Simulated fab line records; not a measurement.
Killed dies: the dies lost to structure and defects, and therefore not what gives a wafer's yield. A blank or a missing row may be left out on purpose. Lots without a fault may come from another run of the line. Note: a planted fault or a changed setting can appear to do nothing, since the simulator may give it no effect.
The tool behind it: which one? ; flow gf180mcu ; 11 lots with 33 wafers sampled at 4 steps, on a route of 602 steps

== WHAT THE GAUGES SHOWED, per wafer ==
GF_M5_OVL_MEAS_08. Usual: M5_OVL typically reads 0 nm, with standard deviation 4.7.
lot;measured;on;M5_OVL (nm);flag
L466;day 26 04:31;overlay-01;-1 -11 -1;
L467;day 26 10:40;overlay-01;-6 2 1;
L468;day 26 18:59;overlay-01;4 1 3;
L469;day 26 23:09;overlay-01;3 10 4;
L471;day 28 00:01;overlay-02;-2 2 -2;
L472;day 28 06:49;overlay-02;0 1 -1;
L478;day 30 04:58;overlay-01;-3 -5 -4;
L479;day 30 14:40;overlay-02;2 1 1;
L480;day 30 19:13;overlay-02;-2 3 -2;
L481;day 30 19:55;overlay-02;-2 -3 -6;
L484;day 31 20:37;overlay-02;3 3 4;

GF_TOP_METAL_THK_MEAS_06: measures by xrf. Usual: TOP_METAL_ALCU_THK typically reads 884 nm, with standard deviation 9.9.
lot;measured;on;TOP_METAL_ALCU_THK (nm);flag
L466;day 27 04:19;film metro-02;875 870 859;
L467;day 27 10:13;film metro-01;868 871 877;
L468;day 27 19:02;film metro-02;881 871 878;
L469;day 27 22:34;film metro-01;873 879 878;
L471;day 28 22:50;film metro-01;890 880 901;
L472;day 29 05:28;film metro-02;890 899 892;
L478;day 31 02:22;film metro-01;886 891 877;
L479;day 31 11:36;film metro-02;889 891 886;
L480;day 31 15:29;film metro-04;878 876 885;
L481;day 31 16:08;film metro-01;894 868 882;
L484;day 32 16:34;film metro-01;888 905 892;

== WHICH TOOL RAN EACH LOT (tool, then ch and the chambers of the sampled wafers, then the start) ==
lot;GF_MIM_EXPOSE_16;GF_V5_ETCH_16
L466;iline stepper-01 ch 0, day 24 21:52;rie diel-01 ch 0,2, day 27 02:35
L467;iline stepper-01 ch 0, day 25 03:29;rie diel-03 ch 0,1,3, day 27 08:29
L468;iline stepper-02 ch 0, day 25 11:21;rie diel-03 ch 0,2,3, day 27 17:14
L469;iline stepper-01 ch 0, day 25 16:46;rie diel-03 ch 0,1,2, day 27 20:50
L471;iline stepper-02 ch 0, day 26 17:55;rie diel-01 ch 0,2,3, day 28 20:59
L472;iline stepper-02 ch 0, day 27 00:56;rie diel-01 ch 1,2,3, day 29 03:44
L478;iline stepper-02 ch 0, day 29 00:37;rie diel-02 ch 0,2,3, day 31 00:34
L479;iline stepper-01 ch 0, day 29 10:47;rie diel-03 ch 0,2,3, day 31 09:50
L480;iline stepper-01 ch 0, day 29 15:49;rie diel-02 ch 0,3, day 31 13:44
L481;iline stepper-01 ch 0, day 29 17:09;rie diel-03 ch 0,2,3, day 31 14:23
L484;iline stepper-02 ch 0, day 30 17:22;rie diel-03 ch 1,3, day 32 14:50
- GF_MIM_EXPOSE_16: exposes mask FuseTop, target cd 2000 nm.
- GF_V5_ETCH_16: etches BARC in N2/H2.

== AS READ BY THE TOOLS THEMSELVES (means over the sampled wafers that have a number; for cases with no such wafer, the mark the record gives instead) ==
GF_MIM_EXPOSE_16. Usual: stage vel mm s 499.96 mm/s, standard deviation 0.24.
lot;tool;stage vel mm s (mm/s);flag
L466;iline stepper-01;499.67;
L467;iline stepper-01;500.14;
L468;iline stepper-02;500.38;
L469;iline stepper-01;499.93;
L471;iline stepper-02;500.09;
L472;iline stepper-02;499.71;
L478;iline stepper-02;499.95;
L479;iline stepper-01;499.80;
L480;iline stepper-01;500.03;
L481;iline stepper-01;500.07;
L484;iline stepper-02;500.10;

GF_V5_ETCH_16. Usual: drypump motor current A 5.6 A, standard deviation 0.53; oes product au 0.856 a.u., standard deviation 0.0046; throttle valve pct 13.226 %, standard deviation 0.0085.
lot;tool;drypump motor current A (A);oes product au (a.u.);throttle valve pct (%);flag
L466;rie diel-01;5.3;0.854;13.231;
L467;rie diel-03;5.7;0.860;13.231;
L468;rie diel-03;6.2;0.854;13.228;
L469;rie diel-03;5.7;0.858;13.234;
L471;rie diel-01;5.4;0.858;13.229;
L472;rie diel-01;5.4;0.857;13.227;
L478;rie diel-02;5.6;0.858;13.226;
L479;rie diel-03;6.2;0.855;13.224;
L480;rie diel-02;5.4;0.857;13.225;
L481;rie diel-03;6.2;0.857;13.225;
L484;rie diel-03;5.4;0.862;13.238;

== THE ANSWER, worked out from the rows above alone ==
Rule: a lot counts as off when the mean over its wafers that have a number is more than 3 standard deviations away from the usual mean. Also off: a lot with no number at a reading for which 4 or more lots have one. Any other lot the step has rows for is counted as sound. The gauges are gone through in route order, then the tools' own readings, and for those a lot's mean is taken as printed above. At the first step where some lot is off, the reading lying furthest off is the one used; lots without a number count as furthest.
No lot is off on any of the readings shown, so nothing can be concluded from this.

== WHAT HAD BEEN PUT IN BY THE SIMULATOR ==
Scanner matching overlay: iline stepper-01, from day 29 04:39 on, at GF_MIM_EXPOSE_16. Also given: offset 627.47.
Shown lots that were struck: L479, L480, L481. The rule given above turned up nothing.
